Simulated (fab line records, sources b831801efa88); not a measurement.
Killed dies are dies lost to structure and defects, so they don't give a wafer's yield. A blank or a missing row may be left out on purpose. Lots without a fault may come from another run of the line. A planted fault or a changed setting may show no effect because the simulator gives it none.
A struck lot beside a sound one | flow sky130 | 26 steps out of a route of 708
Sound: wafers L682.1, L682.4, L682.6. Struck: wafer L672.4. (L672.2 of the same lot was not struck and is left out.) The cause comes at the end.
At each step with rows: each side's tool, then ch and its chambers, then its first start. Under that, the readings that differ: sound wafers | struck wafers | difference of the means | sigmas: that difference in standard deviations of wafers without a fault.
alike: readings whose means differ by less than 2 such deviations, and words and numbers that are the same on both sides. not compared: withheld readings, readings that some wafer has no value for, bounds like >300 that may hide the same value, and numbers for which the record gives no deviation and whose values overlap.
The two part at a step that has a row with sigmas, a row that says differs or no value, or rows on one side only. Numbers that don't overlap but have no deviation are shown without sigmas and don't part them. A reading that every wafer of one side lacks parts them only if that side has two wafers or more.

first, 8 steps without rows for these wafers: SKY_FIELD_ISO_DEHYDRATE_05 (time 60 s); SKY_FIELD_ISO_HMDS_06 (prime time 60 s); SKY_FIELD_ISO_COAT_07 (resist thk 60 nm); SKY_FIELD_ISO_COAT_08 (resist thk 450 nm); SKY_FIELD_ISO_SOFTBAKE_09 (time 90 s); SKY_FIELD_ISO_EXPOSE_10 (exposes mask FOM, target cd 150 nm); SKY_FIELD_ISO_PEB_11; SKY_FIELD_ISO_DEVELOP_12 (develop time 60 s).
SKY_FIELD_ISO_CD_MEAS_13: target cd 150 nm.
  sound on cd_sem-01, day 6 11:36; struck on cd_sem-02, day 4 02:40
  alike: cd_nm
SKY_FIELD_ISO_ETCH_14: etches BARC in N2/H2, stops on SiO2, time 45.9 s, target depth 60 nm.
  sound on rie_diel-04 ch 0,3, day 6 11:43; struck on rie_diel-04 ch 2, day 4 02:46
  alike: drypump_motor_current_A, oes_product_au, throttle_valve_pct
  not compared: rf_hours_counter_h
SKY_FIELD_ISO_ETCH_15: etches the open film in CHF3/O2, stops on Si, target depth 180 nm, time 72 s.
  sound on rie_diel-04 ch 0,3, day 6 11:46; struck on rie_diel-04 ch 2, day 4 02:49
  alike: chf3_flow_sccm, drypump_motor_current_A, oes_product_au, throttle_valve_pct
  not compared: rf_hours_counter_h
SKY_FIELD_ISO_STRIP_16: strips in O2/N2.
  sound on plasma_asher-04 ch 0,1, day 6 11:49; struck on plasma_asher-04 ch 0, day 4 02:52
  alike: drypump_motor_current_A, oes_product_au, strip_time_to_endpoint_s
  not compared: rf_hours_counter_h
SKY_FIELD_ISO_ETCH_17: etches Si in HBr/Cl2/O2, target depth 342 nm, time 97.7 s.
  sound on rie_si-01 ch 0,2,3, day 6 11:55; struck on rie_si-01 ch 1, day 4 02:58
  reading                                     | sound                | struck | difference | sigmas
  oes_product_au (a.u.)                       | 1.000 1.001 1.002    | 1.311  | +0.310     | +46
  throttle_valve_pct (%)                      | 25.676 25.649 25.650 | 25.447 | -0.211     | -23
  model.FIELD_ISO.feature_depth_nm (nm)       | 339.5 342.4 345.4    | 504.7  | +162.3     |
  model.etch.depth_nm (nm)                    | 339.5 342.4 345.4    | 504.7  | +162.3     |
  model.Si3N4_of_FIELD_ISO_CVD_03.thk_nm (nm) | 148.3 149.7 150.1    | 143.1  | -6.3       |
  alike: drypump_motor_current_A, he_backside_leak_sccm
  not compared: rf_hours_counter_h
then, 5 steps without rows for these wafers: SKY_FIELD_ISO_WET_ETCH_18 (etches Si3N4 in H3PO4, target depth 25 nm, time 286 s); SKY_FIELD_ISO_CLEAN_19 (cleans in SC1/SC2, time 150 s); SKY_FIELD_ISO_CLEAN_20 (cleans in dHF, time 20 s); SKY_FIELD_ISO_WET_ETCH_21 (etches SiO2 in dHF, target depth 20 nm, time 400 s); SKY_FIELD_ISO_OXIDATION_22 (stabilise 600 s, purge 300 s, target thk 10 nm).
SKY_FIELD_ISO_THK_MEAS_23:
  sound on film_metro-02, day 6 14:03; struck on film_metro-04, day 4 05:49
  reading                         | sound          | struck | difference | sigmas
  FIELD_ISO_OXIDATION_01_THK (nm) | 9.78 9.82 9.80 | 10.39  | +0.59      | +2
then, 1 step without rows for these wafers: SKY_FIELD_ISO_CVD_24 (deposits SiO2, target thk 595 nm, time 99.2 s).
SKY_FIELD_ISO_THK_MEAS_25:
  sound on film_metro-01, day 6 14:11; struck on film_metro-02, day 4 05:57
  alike: FIELD_ISO_CVD_24_THK
then, 1 step without rows for these wafers: SKY_FIELD_ISO_ANNEAL_26 (time 1800 s).
SKY_FIELD_ISO_CMP_27: polishes, stops on Si3N4, t overpolish 16 s, target thk 457.8 nm.
  sound on cmp-01 ch 0,2,3, day 6 15:51; struck on cmp-01 ch 2, day 4 08:43
  reading                | sound       | struck | difference | sigmas
  time_to_endpoint_s (s) | 115 113 119 | 107    | -9         | -3
  alike: motor_current_A, overpolish_run_s
SKY_FIELD_ISO_WET_ETCH_28: etches SiO2 in dHF, target depth 23.7 nm, time 47 s.
  sound on wet_bench-01 ch 3, day 6 16:03; struck on wet_bench-01 ch 0, day 4 09:01
  reading                                     | sound           | struck | difference | sigmas
  model.Si3N4_of_FIELD_ISO_CVD_03.thk_nm (nm) | 117 118.6 118.9 | 112.5  | -5.7       |
then, 1 step without rows for these wafers: SKY_FIELD_ISO_WET_ETCH_29 (etches Si3N4 in H3PO4, target depth 160 nm, time 1825 s).
-- the record jumps here: 44 days lie between the struck wafers' starts before and after (it left off in module FIELD_ISO and takes up again in module PAD_OPEN, whose first step shown is number 708 of the route) --
SKY_PAD_OPEN_PROBE_99:
  the record has rows for the struck wafers here (prober-02, day 48 00:49) and none for the sound ones

WHERE THEY PART
First at SKY_FIELD_ISO_ETCH_17; last, within this record, at SKY_PAD_OPEN_PROBE_99.

WHY: what the simulator had put in
Process parameter drift: rie_si-01, from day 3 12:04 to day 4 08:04, at SKY_FIELD_ISO_ETCH_17. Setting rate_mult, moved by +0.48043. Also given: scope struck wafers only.
